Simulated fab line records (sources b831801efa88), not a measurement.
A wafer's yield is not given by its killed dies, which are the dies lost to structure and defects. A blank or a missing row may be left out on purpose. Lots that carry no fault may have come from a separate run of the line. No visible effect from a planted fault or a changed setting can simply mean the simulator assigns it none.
Struck lot and sound lot, side by side ; flow sky130 ; 43 steps out of a route of 708
Sound: wafers L478.3, L478.4, L478.5. Wafers L492.2, L492.3, L492.5 were the ones struck. The cause comes at the end.
For every step that has rows: the tool of each side, followed by ch and its chambers, followed by its first start. Under that, the readings that differ: sound wafers ; struck wafers ; difference of the means ; sigmas: that difference in standard deviations of wafers without a fault.
alike: a reading whose means differ by less than 2 such deviations, as well as words and numbers matching on both sides. not compared: withheld readings; readings where some wafer has no value; bounds like >300 that might hide an equal value; numbers whose values overlap and for which the record gives no deviation.
A row with sigmas, a row that says differs or no value, or rows on one side alone: a step with any of these is where the two part. Numbers that have no deviation but don't overlap get no sigmas and don't part them. A reading that every wafer of one side lacks parts them only if that side has two wafers or more.

first, 6 steps without rows for these wafers: SKY_FIELD_ISO_COAT_07 (resist thk 60 nm); SKY_FIELD_ISO_COAT_08 (resist thk 450 nm); SKY_FIELD_ISO_SOFTBAKE_09 (time 90 s); SKY_FIELD_ISO_EXPOSE_10 (exposes mask FOM, target cd 150 nm); SKY_FIELD_ISO_PEB_11; SKY_FIELD_ISO_DEVELOP_12 (develop time 60 s).
SKY_FIELD_ISO_CD_MEAS_13: target cd 150 nm.
  struck on cdSem-01, day 5 05:03; sound on cdSem-02, day 2 05:54
  alike: cdNm
SKY_FIELD_ISO_ETCH_14: etches BARC in N2/H2, stops on SiO2, time 45.9 s, target depth 60 nm.
  sound on rieDiel-01 ch 0,1,3, day 2 05:59; struck on rieDiel-01 ch 0,1,3, day 5 05:09
  alike: drypumpMotorCurrentA, n2FlowSccm, oesProductAu, throttleValvePct
  not compared: rfHoursCounterH
SKY_FIELD_ISO_ETCH_15: etches the open film in CHF3/O2, stops on Si, target depth 180 nm, time 72 s.
  sound on rieDiel-01 ch 0,1,3, day 2 06:01; struck on rieDiel-01 ch 0,1,3, day 5 05:11
  alike: drypumpMotorCurrentA, oesProductAu, throttleValvePct
  not compared: rfHoursCounterH
SKY_FIELD_ISO_STRIP_16: strips in O2/N2.
  sound on plasmaAsher-03 ch 0,1, day 2 06:07; struck on plasmaAsher-02 ch 0,1, day 5 05:15
  alike: drypumpMotorCurrentA, n2FlowSccm, oesProductAu, stripTimeToEndpointS
  not compared: rfHoursCounterH
then, 2 steps without rows for these wafers: SKY_FIELD_ISO_ETCH_17 (etches Si in HBr/Cl2/O2, target depth 342 nm, time 97.7 s); SKY_FIELD_ISO_WET_ETCH_18 (etches Si3N4 in H3PO4, target depth 25 nm, time 286 s).
SKY_FIELD_ISO_CLEAN_19: cleans in SC1/SC2, time 150 s.
  sound on wetBench-03 ch 3, day 2 06:20; struck on wetBench-03 ch 2, day 5 05:31
then, 3 steps without rows for these wafers: SKY_FIELD_ISO_CLEAN_20 (cleans in dHF, time 20 s); SKY_FIELD_ISO_WET_ETCH_21 (etches SiO2 in dHF, target depth 20 nm, time 400 s); SKY_FIELD_ISO_OXIDATION_22 (stabilise 600 s, purge 300 s, target thk 10 nm).
SKY_FIELD_ISO_THK_MEAS_23:
  struck on filmMetro-03, day 5 06:52; sound on filmMetro-03, day 2 07:59
  alike: FIELD_ISO_OXIDATION_01_THK
then, 1 step without rows for these wafers: SKY_FIELD_ISO_CVD_24 (deposits SiO2, target thk 595 nm, time 99.2 s).
SKY_FIELD_ISO_THK_MEAS_25:
  struck on filmMetro-01, day 5 07:00; sound on filmMetro-04, day 2 08:07
  alike: FIELD_ISO_CVD_24_THK
then, 1 step without rows for these wafers: SKY_FIELD_ISO_ANNEAL_26 (time 1800 s).
SKY_FIELD_ISO_CMP_27: polishes, stops on Si3N4, t overpolish 16 s, target thk 457.8 nm.
  sound on cmp-02 ch 0,2,3, day 2 09:46; struck on cmp-02 ch 0,1, day 5 08:33
  alike: edgeZonePressureFrac, motorCurrentA, overpolishRunS, retainingRingPressureFrac, timeToEndpointS
then, 5 steps without rows for these wafers: SKY_FIELD_ISO_WET_ETCH_28 (etches SiO2 in dHF, target depth 23.7 nm, time 47 s); SKY_FIELD_ISO_WET_ETCH_29 (etches Si3N4 in H3PO4, target depth 160 nm, time 1825 s); SKY_FIELD_ISO_WET_ETCH_30 (etches SiO2 in dHF, target depth 25 nm, time 50 s); SKY_NWELL_CLEAN_00 (cleans in SC1/SC2, time 150 s); SKY_NWELL_OXIDATION_01 (stabilise 600 s, purge 300 s, target thk 10 nm).
SKY_NWELL_THK_MEAS_02:
  struck on filmMetro-04, day 5 11:06; sound on filmMetro-04, day 2 11:59
  alike: NWELL_OXIDATION_THK
then, 8 steps without rows for these wafers: SKY_DNWELL_DEHYDRATE_00 (time 60 s); SKY_DNWELL_HMDS_01 (prime time 60 s); SKY_DNWELL_COAT_02 (resist thk 3000 nm); SKY_DNWELL_SOFTBAKE_03; SKY_DNWELL_EXPOSE_04 (exposes mask DNM, target cd 3000 nm); SKY_DNWELL_PEB_05; SKY_DNWELL_DEVELOP_06 (develop time 60 s); SKY_DNWELL_IMPLANT_07.
SKY_DNWELL_STRIP_08: strips in O2/N2.
  sound on plasmaAsher-04 ch 0,1, day 3 03:20; struck on plasmaAsher-04 ch 1, day 6 06:13
  alike: drypumpMotorCurrentA, n2FlowSccm, oesProductAu, stripTimeToEndpointS
  not compared: rfHoursCounterH
SKY_DNWELL_TW_MEAS_09:
  struck on filmMetro-04, day 6 06:19; sound on filmMetro-02, day 3 03:25
  alike: DNWELL_TW
then, 5 steps without rows for these wafers: SKY_PWDE_DEHYDRATE_00 (time 60 s); SKY_PWDE_HMDS_01 (prime time 60 s); SKY_PWDE_COAT_02 (resist thk 3000 nm); SKY_PWDE_SOFTBAKE_03; SKY_PWDE_EXPOSE_04 (exposes mask PWDEM, target cd 840 nm).
-- the record jumps here: 43 days lie between the struck wafers' starts before and after (it left off in module PWDE and takes up again in module PAD_OPEN, whose first step shown is number 708 of the route) --
SKY_PAD_OPEN_PROBE_99:
  the record has rows for the struck wafers here (prober-01, day 49 03:59) and none for the sound ones

== WHERE THEY PART ==
Within this record, at SKY_PAD_OPEN_PROBE_99 only.

WHY: what had been put in by the simulator
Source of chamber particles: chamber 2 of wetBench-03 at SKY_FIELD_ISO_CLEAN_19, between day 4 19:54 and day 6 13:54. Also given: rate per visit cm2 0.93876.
